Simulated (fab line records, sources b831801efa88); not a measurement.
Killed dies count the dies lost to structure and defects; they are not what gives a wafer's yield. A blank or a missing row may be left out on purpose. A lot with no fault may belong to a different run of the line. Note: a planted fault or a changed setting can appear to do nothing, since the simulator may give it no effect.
One fault seen from 2 desks -- flow gf180mcu -- numbers are kept per desk, each desk with only its own; the story behind them comes last

THE TOOL OWNER'S DESK: litho track-04
The tool's own readings at GF_VT_IMPLANT_SOFTBAKE_25 (time 60 s): means of the sampled wafers that have a number, for each lot that ran on this tool. Marked OUT: a lot whose mean sits more than 4 standard deviations from the usual mean, which makes it out of limits; the brackets give that distance.
Columns: A = chill plate temp C at GF_VT_IMPLANT_SOFTBAKE_25, usual 23.02 C; B = heater power total W at GF_VT_IMPLANT_SOFTBAKE_25, usual 56.60 W; C = plate temp C at GF_VT_IMPLANT_SOFTBAKE_25, usual 89.99 C
lot,first seen here,A,B,C
L959,day 7 01:13,23.06,56.61,89.97
L960,day 7 12:25,23.14,56.62,89.91
L961,day 7 13:58,22.98,58.30 (+39) OUT,91.93 (+18) OUT
L962,day 7 19:49,22.97,58.31 (+40) OUT,92.03 (+19) OUT
L964,day 8 07:46,23.00,58.28 (+39) OUT,91.89 (+17) OUT
L973,day 10 18:58,22.94,56.57,89.79
L977,day 11 22:31,23.17,56.62,89.99
L979,day 12 12:58,23.04,56.62,90.04
This desk's finding: out of limits on L961, L962, L964; first on L961, day 7 13:58 (heater power total W at GF_VT_IMPLANT_SOFTBAKE_25). L959, L960, L973, L977, L979: within limits.

METROLOGY DESK
What the gauges read, lot by lot, whatever tool the lot ran on: means of the sampled wafers that have a number. Marked OUT: a lot whose mean sits more than 4 standard deviations from the usual mean, which makes it out of limits; the brackets give that distance.
Columns: A = STI_OXIDATION_THK at GF_STI_THK_MEAS_02, usual 10.03 nm; B = VT_IMPLANT_3_TW at GF_VT_IMPLANT_TW_MEAS_32, usual 268.2; C = HV_LDD_4_TW at GF_HV_LDD_TW_MEAS_50, usual 571
lot,first seen here,A,B,C
L958,day 1 17:20,10.02,267.0,573
L959,day 1 21:38,9.90,268.9,566
L960,day 2 02:31,10.05,269.4,576
L961,day 2 07:31,10.09,267.2,566
L962,day 2 12:50,9.86,268.7,567
L964,day 2 22:31,10.29,268.2,569
L972,day 4 14:31,10.31,266.9,571
L973,day 4 19:32,10.23,268.0,575
L974,day 5 00:32,9.93,267.5,574
L975,day 5 06:16,10.13,270.2,571
L976,day 5 10:43,10.21,267.7,574
L977,day 5 15:31,9.89,270.7,572
L978,day 5 20:31,10.00,268.5,570
L979,day 6 01:35,10.15,267.4,568
L980,day 6 06:31,10.01,269.4,570
Finding of this desk: none of the 15 lots has anything out of limits.

ALL TOGETHER
An alarm could have come from the tool owner's desk at day 7 13:58, on L961, L962, L964.
At the metrology desk, nothing out of limits was observed.
The metrology desk has L961, L962, L964 on record, within its limits.
The lots listed all ran GF_VT_IMPLANT_SOFTBAKE_25 on litho track-04.

WHAT THE SIMULATOR PUT IN
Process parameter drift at GF_VT_IMPLANT_SOFTBAKE_25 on litho track-04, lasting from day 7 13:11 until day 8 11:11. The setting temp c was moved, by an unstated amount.
Shown lots that were struck: L961, L962, L964.
How many hours passed from the start of the fault until each desk's first out-of-limits reading: the tool owner's desk, 1.
